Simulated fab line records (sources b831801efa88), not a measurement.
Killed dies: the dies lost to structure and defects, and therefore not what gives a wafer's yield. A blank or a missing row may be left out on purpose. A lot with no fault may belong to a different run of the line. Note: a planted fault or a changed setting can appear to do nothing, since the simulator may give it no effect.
Problem report, 8D (eight disciplines) form, completed by code + flow sky130 + the parts of the form that need people (team, actions taken, sign-off) are left out

== 1. PROBLEM STATEMENT ==
killedAtContacts at SKY_PAD_OPEN_PROBE_99 reads a mean of 86 on 1 wafer of 1 lot; wafers without a fault read 24 with a standard deviation of 5.5. That is +11 standard deviations from the usual mean.
First observed at day 50 02:38: wafer L437.6, on prober-01. The record holds 3 wafers of 1 lot with a number at this step. By rule, "out" or "out of limits" means more than 4 standard deviations away from the usual mean. Any other wafer with a number is counted as sound.

== 2. WHAT IT IS, WHAT IT ISN'T ==
| question                    | is                           | is not                                                                                        |
|-----------------------------|------------------------------|-----------------------------------------------------------------------------------------------|
| which readings at this step | killedAtContacts, killedDies | killed_at_M0_to_M3, killed_at_M4_up, killedAtFrontEnd, killedAtOther, killedOpen, killedShort |
| which lots                  | L437                         | -                                                                                             |
| which wafers of those lots  | L437.6                       | L437.1, L437.5                                                                                |
| read on which tools         | prober-01                    | -                                                                                             |
| when                        | from day 50 02:38            | up to then (2 sound wafers)                                                                   |

== 3. WHAT RULES OUT EACH SUSPECT ==
Counting: if a tool at a process step up to the reading ran every lot that is out, it stays a suspect. Sound lots after the first of them don't rule it out here, since some wafers of a struck lot are sound.
- rieDiel-02 at SKY_LI_CONTACT_ETCH_14 (etches BARC in N2/H2, stops on SiO2, time 45.9 s, target depth 60 nm): kept. It ran the lot that is out, L437 (day 35 04:01).
- pvdSputter-03 at SKY_METAL4_SPUTTER_00 (material Ti, target thk 15 nm, time 10 s): kept. It ran the lot that is out, L437 (day 44 23:14).
- rieMetal-03 at SKY_METAL4_DESCUM_15 (chemistry O2, time 8 s): kept. It ran the lot that is out, L437 (day 46 17:58).
- prober-01 at SKY_PAD_OPEN_PROBE_99: kept. It ran the lot that is out, L437 (day 50 02:23). Its own killedAtContacts, killedDies readings are out on those wafers.
- In rieDiel-02 at SKY_LI_CONTACT_ETCH_14, the wafers that are out were processed in chamber 1 and their sound lot-mates in chambers 2, 3.
- At SKY_METAL4_DESCUM_15 on rieMetal-03, chamber 1 took the sound wafers of the same lots and chamber 0 took the wafers that are out.
Left after counting: rieDiel-02 at SKY_LI_CONTACT_ETCH_14, pvdSputter-03 at SKY_METAL4_SPUTTER_00, rieMetal-03 at SKY_METAL4_DESCUM_15, prober-01 at SKY_PAD_OPEN_PROBE_99.

== 4. THE CAUSE (what the simulator had put in) ==
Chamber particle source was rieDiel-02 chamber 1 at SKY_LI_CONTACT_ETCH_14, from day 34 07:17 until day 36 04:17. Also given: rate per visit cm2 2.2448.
This tool is one of the 4 suspects left after counting.

== 5. SEQUENCE OF EFFECTS, ordered by route ==
Each row: a reading whose mean over the struck wafers that have a number lies more than 3 standard deviations from the usual. Readings are gone through only where the record gives a usual standard deviation; hours: the median, over the lots, of the time from a lot's start at the first step in this table giving one to that lot's start at this step; sigmas: the change measured in usual standard deviations.
| hours | step                  | reading          | usual | on struck wafers | change | sigmas |
|-------|-----------------------|------------------|-------|------------------|--------|--------|
| 0     | SKY_PAD_OPEN_PROBE_99 | killedAtContacts | 24    | 86               | +62    | +11    |
| 0     | SKY_PAD_OPEN_PROBE_99 | killedDies       | 86    | 134              | +48    | +5.3   |
The process steps in it:
- SKY_PAD_OPEN_PROBE_99

== 6. WHAT WOULD HAVE CAUGHT IT SOONER ==
First out-of-limits reading in this record: day 50 02:38, which is 379 hours after fault onset at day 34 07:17.
Tool readings at SKY_LI_CONTACT_ETCH_14 with a usual standard deviation given in the record: none out on any struck wafer, hence no alarm at a limit of 4 standard deviations on them.
By day 50 02:38 the whole set of lots that are out, 1 in number, had already begun SKY_LI_CONTACT_ETCH_14 on rieDiel-02. Tool hold at that time: it would have spared none of them.
